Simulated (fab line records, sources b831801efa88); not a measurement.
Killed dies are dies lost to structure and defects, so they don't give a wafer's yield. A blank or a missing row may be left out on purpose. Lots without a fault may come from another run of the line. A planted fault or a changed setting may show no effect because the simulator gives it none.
Which tool did it? | flow sky130 | 11 lots, 33 wafers sampled, at 6 steps of a route of 708

WHAT THE GAUGES READ, wafer by wafer
SKY_NWELL_TW_MEAS_15.
lot  | measured     | on            | NWELL_TW
L999 | day 4 17:16  | film_metro-03 | 1822 1834 1837
L103 | day 5 15:58  | film_metro-03 | 1822 1822 1813
L104 | day 5 19:44  | film_metro-03 | 1820 1814 1818
L105 | day 6 06:44  | film_metro-04 | 1823 1823 1828
L107 | day 6 16:52  | film_metro-03 | 1809 1818 1819
L109 | day 7 09:23  | film_metro-04 | 1836 1823 1825
L113 | day 8 05:58  | film_metro-04 | 1826 1824 1826
L116 | day 9 01:17  | film_metro-02 | 1602 1602 1605
L117 | day 9 09:22  | film_metro-03 | 1624 1626 1618
L118 | day 9 11:19  | film_metro-03 | 1828 1831 1823
L121 | day 10 03:50 | film_metro-04 | 1822 1821 1822

SKY_NWELL_RS_MEAS_29: measures by four-point-probe.
lot  | measured     | on            | NWELL_RS (ohm/sq)
L999 | day 5 11:42  | film_metro-02 | 623.2 623.1 624.4
L103 | day 6 11:09  | film_metro-02 | 626.2 626.8 628.5
L104 | day 6 14:35  | film_metro-02 | 624.0 624.6 624.4
L105 | day 7 01:15  | film_metro-02 | 624.6 626.0 625.0
L107 | day 7 11:51  | film_metro-02 | 626.4 626.5 626.2
L109 | day 8 05:31  | film_metro-03 | 623.0 624.6 622.7
L113 | day 9 02:37  | film_metro-04 | 622.2 621.9 623.2
L116 | day 9 23:29  | film_metro-02 | 770.6 770.9 772.9
L117 | day 10 08:04 | film_metro-02 | 773.2 770.2 773.9
L118 | day 10 09:58 | film_metro-03 | 623.8 624.5 625.7
L121 | day 11 02:49 | film_metro-02 | 625.4 626.1 626.7

SKY_VT_ADJUST_LVTN_OVL_MEAS_07.
lot  | measured     | on         | VT_ADJUST_LVTN_OVL (nm)
L999 | day 7 00:23  | overlay-02 | -0.8 -2.7 -1.3
L103 | day 8 01:34  | overlay-01 | -4.6 -3.6 -4.1
L104 | day 8 05:26  | overlay-02 | -0.9 -1.5 -2.3
L105 | day 8 17:23  | overlay-02 | -3.4 -1.7 -1.8
L107 | day 9 05:37  | overlay-02 | -1.0 -1.3 -0.8
L109 | day 9 23:25  | overlay-02 | -0.1 -0.4 1.6
L113 | day 10 22:35 | overlay-02 | 0.7 0.8 1.3
L116 | day 11 21:20 | overlay-02 | -2.0 -0.8 -0.5
L117 | day 12 06:19 | overlay-02 | -1.3 0.8 0.2
L118 | day 12 08:50 | overlay-02 | -1.6 -0.9 0.8
L121 | day 13 02:23 | overlay-02 | -1.2 -1.1 -0.8

WHICH TOOL RAN EACH LOT (tool, then ch and the chambers of the sampled wafers, then the start)
lot  | SKY_FIELD_ISO_ETCH_14             | SKY_FIELD_ISO_ETCH_17           | SKY_NWELL_IMPLANT_11
L999 | rie_diel-03 ch 1,2, day 2 10:10   | rie_si-02 ch 1,2,3, day 2 10:22 | implanter-03 ch 0, day 4 16:44
L103 | rie_diel-03 ch 0,1,2, day 3 05:55 | rie_si-02 ch 1,2,3, day 3 06:07 | implanter-04 ch 0, day 5 15:26
L104 | rie_diel-04 ch 0,1,2, day 3 10:40 | rie_si-01 ch 0,1,3, day 3 10:52 | implanter-03 ch 0, day 5 19:11
L105 | rie_diel-04 ch 1,2,3, day 3 17:38 | rie_si-02 ch 1,2, day 3 17:50   | implanter-04 ch 0, day 6 06:12
L107 | rie_diel-01 ch 2,3, day 4 03:59   | rie_si-02 ch 0,2, day 4 04:11   | implanter-02 ch 0, day 6 16:20
L109 | rie_diel-01 ch 0,1, day 4 12:56   | rie_si-02 ch 0,2,3, day 4 13:08 | implanter-03 ch 0, day 7 08:49
L113 | rie_diel-04 ch 1,3, day 5 11:55   | rie_si-01 ch 0,2,3, day 5 12:06 | implanter-04 ch 0, day 8 05:27
L116 | rie_diel-01 ch 0,2, day 6 02:19   | rie_si-02 ch 1,2,3, day 6 02:30 | implanter-03 ch 0, day 9 00:46
L117 | rie_diel-01 ch 1,3, day 6 10:32   | rie_si-01 ch 0,1,3, day 6 10:44 | implanter-03 ch 0, day 9 08:49
L118 | rie_diel-04 ch 1,2,3, day 6 13:52 | rie_si-02 ch 1,2,3, day 6 14:03 | implanter-02 ch 0, day 9 10:48
L121 | rie_diel-03 ch 0,1,2, day 7 04:01 | rie_si-01 ch 0,1,2, day 7 04:13 | implanter-02 ch 0, day 10 03:18
- SKY_FIELD_ISO_ETCH_14: etches BARC in N2/H2, stops on SiO2, time 45.9 s, target depth 60 nm.
- SKY_FIELD_ISO_ETCH_17: etches Si in HBr/Cl2/O2, target depth 342 nm, time 97.7 s.
- SKY_NWELL_IMPLANT_11

WHAT THE TOOLS THEMSELVES READ (means of the sampled wafers that have a number; where no wafer has one, the mark that the record gives instead)
SKY_FIELD_ISO_ETCH_14.
lot  | tool        | drypump_motor_current_A (A) | oes_product_au (a.u.) | throttle_valve_pct (%)
L999 | rie_diel-03 | 5.2                         | 0.851                 | 13.219
L103 | rie_diel-03 | 5.3                         | 0.853                 | 13.225
L104 | rie_diel-04 | 5.8                         | 0.850                 | 13.222
L105 | rie_diel-04 | 5.8                         | 0.851                 | 13.217
L107 | rie_diel-01 | 5.9                         | 0.856                 | 13.217
L109 | rie_diel-01 | 5.9                         | 0.855                 | 13.218
L113 | rie_diel-04 | 5.9                         | 0.854                 | 13.224
L116 | rie_diel-01 | 5.7                         | 0.855                 | 13.227
L117 | rie_diel-01 | 5.6                         | 0.857                 | 13.223
L118 | rie_diel-04 | 5.8                         | 0.859                 | 13.222
L121 | rie_diel-03 | 5.3                         | 0.855                 | 13.232

SKY_FIELD_ISO_ETCH_17.
lot  | tool      | drypump_motor_current_A (A) | he_backside_leak_sccm (sccm) | mfc_cl2_sccm (sccm) | oes_product_au (a.u.) | throttle_valve_pct (%)
L999 | rie_si-02 | 5.7                         | 2.40                         | 39.96               | 1.003                 | 25.664
L103 | rie_si-02 | 5.7                         | 2.50                         | 40.05               | 0.993                 | 25.660
L104 | rie_si-01 | 5.1                         | 2.65                         | 39.86               | 0.995                 | 25.649
L105 | rie_si-02 | 5.8                         | 2.50                         | 39.93               | 0.994                 | 25.656
L107 | rie_si-02 | 6.0                         | 2.66                         | 39.94               | 0.996                 | 25.652
L109 | rie_si-02 | 5.9                         | 2.55                         | 40.04               | 0.993                 | 25.665
L113 | rie_si-01 | 5.5                         | 2.73                         | 40.10               | 1.007                 | 25.649
L116 | rie_si-02 | 5.7                         | 2.54                         | 39.93               | 0.999                 | 25.654
L117 | rie_si-01 | 5.1                         | 2.66                         | 40.02               | 1.001                 | 25.659
L118 | rie_si-02 | 5.7                         | 2.50                         | 39.98               | 0.997                 | 25.666
L121 | rie_si-01 | 5.6                         | 2.76                         | 40.06               | 0.999                 | 25.652

SKY_NWELL_IMPLANT_11.
lot  | tool         | dose_ions_cm2 | faraday_current_uA
L999 | implanter-03 | 1.9e+13       | 107.6
L103 | implanter-04 | 1.9e+13       | 104.9
L104 | implanter-03 | 1.9e+13       | 108.8
L105 | implanter-04 | 1.9e+13       | 105.5
L107 | implanter-02 | 1.9e+13       | 108.7
L109 | implanter-03 | 1.9e+13       | 108.3
L113 | implanter-04 | 1.9e+13       | 106.5
L116 | implanter-03 | 1.3e+13       | 72.3
L117 | implanter-03 | 1.3e+13       | 72.5
L118 | implanter-02 | 1.9e+13       | 105.6
L121 | implanter-02 | 1.9e+13       | 107.9

THE ANSWER, worked out from the rows above alone
Rule: what is usual is taken from the lots themselves. Put in order of their means at a reading, lots are off if they are a third of the lots or fewer, leave a main group of 4 or more, and stand apart from it by a gap of 3 or more times the standard deviation of the main group's means; of several such gaps the widest counts. A main group whose means are all the same, to the digits that the tables above print for the reading, isn't used. A lot without any number at a reading at which 4 lots or more have one is off too. The other lots that the step has rows for count as sound. The gauges are gone through in route order, then the tools' own readings, and for those a lot's mean is taken as printed above. The first step at which some lot is off is used, and at that step the reading that is off furthest; a lot without a number counts as furthest.
Off: L116, L117, at SKY_NWELL_TW_MEAS_15 (NWELL_TW). The main group: mean 1823, standard deviation 5.
A tool fits if, at a process step before that reading, it ran every lot that is off, and no sound lot after the first of them. The gauges at SKY_NWELL_TW_MEAS_15 aren't tried: what is off there is off at SKY_NWELL_IMPLANT_11 too, on other tools, and a gauge's error can't cause that. Can't be told from this: 2 tools fit, rie_diel-01 at SKY_FIELD_ISO_ETCH_14, implanter-03 at SKY_NWELL_IMPLANT_11.

WHAT THE SIMULATOR HAD PUT IN
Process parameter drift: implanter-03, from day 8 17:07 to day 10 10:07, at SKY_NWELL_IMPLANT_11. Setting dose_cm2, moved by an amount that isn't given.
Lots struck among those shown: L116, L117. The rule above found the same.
